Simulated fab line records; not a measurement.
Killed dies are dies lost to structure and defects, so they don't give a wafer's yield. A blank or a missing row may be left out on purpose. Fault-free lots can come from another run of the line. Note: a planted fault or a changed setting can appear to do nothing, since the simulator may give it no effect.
What tool caused it? + flow sky130 + Sampling: 12 lots, 34 wafers, 4 of 708 route steps

WHAT THE GAUGES SHOWED, per wafer
SKY_VIA2_CD_MEAS_12: the cd target is 200 nm.
| lot  | measured     | on        | cd nm (nm)        |
|------|--------------|-----------|-------------------|
| L657 | day 36 02:52 | cd sem-01 | 203.5 202.3 202.8 |
| L658 | day 36 12:33 | cd sem-01 | 200.0 200.5 200.0 |
| L659 | day 37 00:36 | cd sem-01 | 201.5 200.1 200.7 |
| L660 | day 37 19:37 | cd sem-02 | 201.1 202.3 202.5 |
| L661 | day 37 19:58 | cd sem-01 | 203.6 201.6 202.2 |
| L666 | day 39 03:18 | cd sem-01 | 202.0 199.6 201.4 |
| L667 | day 39 19:50 | cd sem-02 | 201.0 200.6 201.2 |
| L669 | day 40 04:44 | cd sem-02 | 199.7 199.8 198.8 |
| L670 | day 40 13:43 | cd sem-01 | 199.9 198.8 198.7 |
| L673 | day 41 01:30 | cd sem-02 | 202.4 183.1       |
| L674 | day 41 12:32 | cd sem-01 | 199.4 199.7 199.1 |
| L675 | day 42 01:23 | cd sem-01 | 182.3 199.2       |

SKY_VIA2_OVL_MEAS_13.
| lot  | measured     | on         | VIA2_OVL (nm) |
|------|--------------|------------|---------------|
| L657 | day 36 02:59 | overlay-02 | -5 -8 -6      |
| L658 | day 36 12:40 | overlay-02 | -9 -4 -1      |
| L659 | day 37 00:41 | overlay-02 | -3 0 0        |
| L660 | day 37 19:43 | overlay-01 | -1 4 -2       |
| L661 | day 37 20:04 | overlay-02 | 2 -4 -2       |
| L666 | day 39 03:23 | overlay-01 | -6 -4 3       |
| L667 | day 39 19:56 | overlay-01 | -3 -5 -6      |
| L669 | day 40 04:51 | overlay-02 | -4 -1 0       |
| L670 | day 40 13:49 | overlay-02 | -7 -10 -12    |
| L673 | day 41 01:37 | overlay-01 | 0 2           |
| L674 | day 41 12:38 | overlay-01 | -3 4 1        |
| L675 | day 42 01:29 | overlay-02 | -5 -10        |

WHAT TOOL EACH LOT RAN ON (gives the tool, then ch and the chambers of the sampled wafers, and finally the start)
| lot  | SKY_METAL2_SPUTTER_04        | SKY_VIA2_EXPOSE_09                |
|------|------------------------------|-----------------------------------|
| L657 | pvd sputter-03, day 33 20:47 | krf scanner-01 ch 0, day 35 14:03 |
| L658 | pvd sputter-02, day 34 05:16 | krf scanner-01 ch 0, day 36 00:20 |
| L659 | pvd sputter-01, day 34 18:50 | krf scanner-01 ch 0, day 36 12:06 |
| L660 | pvd sputter-02, day 35 09:06 | krf scanner-02 ch 0, day 37 06:55 |
| L661 | pvd sputter-02, day 35 14:22 | krf scanner-01 ch 0, day 37 07:14 |
| L666 | pvd sputter-03, day 36 22:31 | krf scanner-02 ch 0, day 38 14:57 |
| L667 | pvd sputter-03, day 37 15:30 | krf scanner-01 ch 0, day 39 07:41 |
| L669 | pvd sputter-03, day 38 00:45 | krf scanner-01 ch 0, day 39 16:13 |
| L670 | pvd sputter-01, day 38 10:27 | krf scanner-01 ch 0, day 40 01:49 |
| L673 | pvd sputter-03, day 38 22:32 | krf scanner-01 ch 0, day 40 13:13 |
| L674 | pvd sputter-03, day 39 10:11 | krf scanner-02 ch 0, day 41 00:29 |
| L675 | pvd sputter-01, day 39 23:41 | krf scanner-01 ch 0, day 41 13:59 |
- SKY_METAL2_SPUTTER_04: material TiN, target thk 70 nm, time 58.3 s.
- SKY_VIA2_EXPOSE_09: exposes mask VIM2, target cd 200 nm.

AS READ BY THE TOOLS THEMSELVES (means over the sampled wafers that have a number; for cases with no such wafer, the mark the record gives instead)
SKY_METAL2_SPUTTER_04.
| lot  | tool           | chamber pressure pa (Pa) | throttle valve pct (%) |
|------|----------------|--------------------------|------------------------|
| L657 | pvd sputter-03 | 0.3998                   | 30.1                   |
| L658 | pvd sputter-02 | 0.3993                   | 30.5                   |
| L659 | pvd sputter-01 | 0.3990                   | 31.1                   |
| L660 | pvd sputter-02 | 0.4003                   | 30.3                   |
| L661 | pvd sputter-02 | 0.4010                   | 29.9                   |
| L666 | pvd sputter-03 | 0.3997                   | 30.4                   |
| L667 | pvd sputter-03 | 0.4006                   | 30.2                   |
| L669 | pvd sputter-03 | 0.3998                   | 29.9                   |
| L670 | pvd sputter-01 | 0.4003                   | 30.2                   |
| L673 | pvd sputter-03 | 0.4003                   | 30.5                   |
| L674 | pvd sputter-03 | 0.4000                   | 30.3                   |
| L675 | pvd sputter-01 | 0.3997                   | 29.9                   |

SKY_VIA2_EXPOSE_09.
| lot  | tool           | exposure dose mJ cm2 |
|------|----------------|----------------------|
| L657 | krf scanner-01 | 37.97                |
| L658 | krf scanner-01 | 37.97                |
| L659 | krf scanner-01 | 37.97                |
| L660 | krf scanner-02 | 37.95                |
| L661 | krf scanner-01 | 37.92                |
| L666 | krf scanner-02 | 37.90                |
| L667 | krf scanner-01 | 37.96                |
| L669 | krf scanner-01 | 37.91                |
| L670 | krf scanner-01 | 37.99                |
| L673 | krf scanner-01 | 37.99                |
| L674 | krf scanner-02 | 37.91                |
| L675 | krf scanner-01 | 37.91                |

THE ANSWER, worked out from the rows above alone
Rule: usual is defined by the lots themselves. Put in order of their means at a reading, lots are off if they are a third of the lots or fewer, leave a main group of 4 or more, and stand apart from it by a gap of 3 or more times the standard deviation of the main group's means; of several such gaps the widest counts. A main group whose means are all the same, to the digits that the tables above print for the reading, isn't used. Also off: a lot with no number at a reading for which 4 or more lots have one. All remaining lots with rows at the step are treated as sound. The gauges are gone through in route order, then the tools' own readings, and for those a lot's mean is taken as printed above. The first step at which some lot is off is used, and at that step the reading that is off furthest; a lot without a number counts as furthest.
Off: L673, L675, at SKY_VIA2_CD_MEAS_12 (cd nm). The main group: mean 200.8 nm, standard deviation 1.2.
A tool fits if, at a process step before that reading, it ran every lot that is off, and no sound lot after the first of them. Those tools and the gauges at SKY_VIA2_CD_MEAS_12 are tried in the same way. One fits: krf scanner-01 at SKY_VIA2_EXPOSE_09. Its last sound lot is L670 (day 40 01:49), its first lot that is off L673 (day 40 13:13): a fault that began between those two fits.

WHAT THE SIMULATOR HAD INSERTED
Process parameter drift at SKY_VIA2_EXPOSE_09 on krf scanner-01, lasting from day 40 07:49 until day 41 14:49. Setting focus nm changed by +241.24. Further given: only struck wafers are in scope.
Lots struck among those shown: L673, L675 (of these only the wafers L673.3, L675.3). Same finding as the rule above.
